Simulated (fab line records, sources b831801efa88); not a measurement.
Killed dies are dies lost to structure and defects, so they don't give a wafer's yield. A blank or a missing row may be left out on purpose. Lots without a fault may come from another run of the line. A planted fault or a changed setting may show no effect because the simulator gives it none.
Which tool did it? | flow sky130 | 14 lots, 42 wafers sampled, at 3 steps of a route of 708

WHAT THE GAUGES READ, wafer by wafer
SKY_NWELL_RS_MEAS_29: measures by four-point-probe. Usual: NWELL_RS 625.3 ohm/sq, standard deviation 1.8.
lot  | measured     | on            | NWELL_RS (ohm/sq) | flag
L429 | day 5 22:32  | film_metro-04 | 627.8 627.0 627.7 |
L430 | day 6 04:28  | film_metro-03 | 624.1 625.8 625.6 |
L433 | day 6 19:10  | film_metro-01 | 624.0 623.9 626.2 |
L434 | day 7 03:35  | film_metro-04 | 627.7 624.4 626.7 |
L435 | day 7 10:17  | film_metro-04 | 626.0 626.3 626.3 |
L436 | day 7 12:34  | film_metro-01 | 626.9 624.7 626.1 |
L438 | day 8 04:11  | film_metro-03 | 625.2 622.4 623.6 |
L442 | day 9 01:41  | film_metro-01 | 627.8 626.6 626.4 |
L443 | day 9 11:50  | film_metro-03 | 624.4 625.0 627.9 |
L444 | day 9 17:39  | film_metro-01 | 623.8 624.2 626.2 |
L447 | day 10 09:22 | film_metro-04 | 625.5 626.4 626.8 |
L448 | day 10 12:05 | film_metro-03 | 624.3 625.5 625.4 |
L449 | day 10 19:07 | film_metro-01 | 626.5 625.8 625.9 |
L450 | day 11 02:10 | film_metro-03 | 623.8 623.3 624.7 |

SKY_VT_ADJUST_NCORE_CD_MEAS_07: target cd 380 nm. Usual: cd_nm 379.8 nm, standard deviation 2.3.
lot  | measured     | on        | cd_nm (nm)        | flag
L429 | day 9 05:41  | cd_sem-02 | 375.8 374.9 376.9 |
L430 | day 9 12:20  | cd_sem-02 | 381.9 380.3 379.4 |
L433 | day 10 06:19 | cd_sem-01 | 380.6 380.0 381.4 |
L434 | day 10 17:35 | cd_sem-02 | 380.9 382.3 383.2 |
L435 | day 10 23:14 | cd_sem-02 | 374.6 375.3 373.7 |
L436 | day 11 01:11 | cd_sem-01 | 381.6 377.6 379.5 |
L438 | day 11 19:59 | cd_sem-02 | 382.7 380.1 380.9 |
L442 | day 12 21:29 | cd_sem-01 | 377.5 378.2 378.7 |
L443 | day 13 08:23 | cd_sem-02 | 378.9 380.8 382.7 |
L444 | day 13 16:27 | cd_sem-02 | 381.5 382.3 380.5 |
L447 | day 14 09:57 | cd_sem-01 | 381.9 380.5 383.0 |
L448 | day 14 12:41 | cd_sem-02 | 380.2 379.6 380.5 |
L449 | day 14 21:26 | cd_sem-02 | 378.9 380.6 378.7 |
L450 | day 15 05:59 | cd_sem-01 | 380.1 376.8 378.3 |

SKY_SONOS_TUNNEL_OVL_MEAS_08. Usual: SONOS_TUNNEL_OVL -0.9 nm, standard deviation 1.6.
lot  | measured     | on         | SONOS_TUNNEL_OVL (nm) | flag
L429 | day 12 01:52 | overlay-01 | -0.5 -0.6 0.2         |
L430 | day 12 16:39 | overlay-01 | 0.7 -0.4 0.8          |
L433 | day 13 05:04 | overlay-02 | -2.6 -3.8 -3.1        |
L434 | day 13 17:45 | overlay-02 | 0.2 -2.3 0.2          |
L435 | day 13 23:47 | overlay-02 | -2.5 -0.9 -2.1        |
L436 | day 14 02:58 | overlay-02 | -3.7 -3.7 -1.7        |
L438 | day 14 23:58 | overlay-01 | -2.4 -1.8 -2.4        |
L442 | day 16 04:01 | overlay-01 | -0.9 -4.2 -3.5        |
L443 | day 16 17:11 | overlay-02 | -0.1 -1.9 -1.3        |
L444 | day 17 03:10 | overlay-01 | 1.4 -0.1 -0.2         |
L447 | day 17 20:40 | overlay-02 | -0.4 -1.7 -1.9        |
L448 | day 18 00:26 | overlay-01 | -0.6 0.8 0.8          |
L449 | day 18 10:52 | overlay-02 | -0.4 -2.6 -3.5        |
L450 | day 18 20:03 | overlay-01 | -1.8 -0.3 1.1         |

WHICH TOOL RAN EACH LOT (tool, then ch and the chambers of the sampled wafers, then the start)
The record holds no process step before these readings.

WHAT THE TOOLS THEMSELVES READ (means of the sampled wafers that have a number; where no wafer has one, the mark that the record gives instead)
The record holds no such reading with a usual standard deviation.

THE ANSWER, worked out from the rows above alone
Rule: a lot is off if the mean of its wafers that have a number lies more than 3 standard deviations from the usual mean. A lot without any number at a reading at which 4 lots or more have one is off too. The other lots that the step has rows for count as sound. The gauges are gone through in route order, then the tools' own readings, and for those a lot's mean is taken as printed above. The first step at which some lot is off is used, and at that step the reading that is off furthest; a lot without a number counts as furthest.
No lot is off at any reading shown: from this, nothing can be told.

WHAT THE SIMULATOR HAD PUT IN
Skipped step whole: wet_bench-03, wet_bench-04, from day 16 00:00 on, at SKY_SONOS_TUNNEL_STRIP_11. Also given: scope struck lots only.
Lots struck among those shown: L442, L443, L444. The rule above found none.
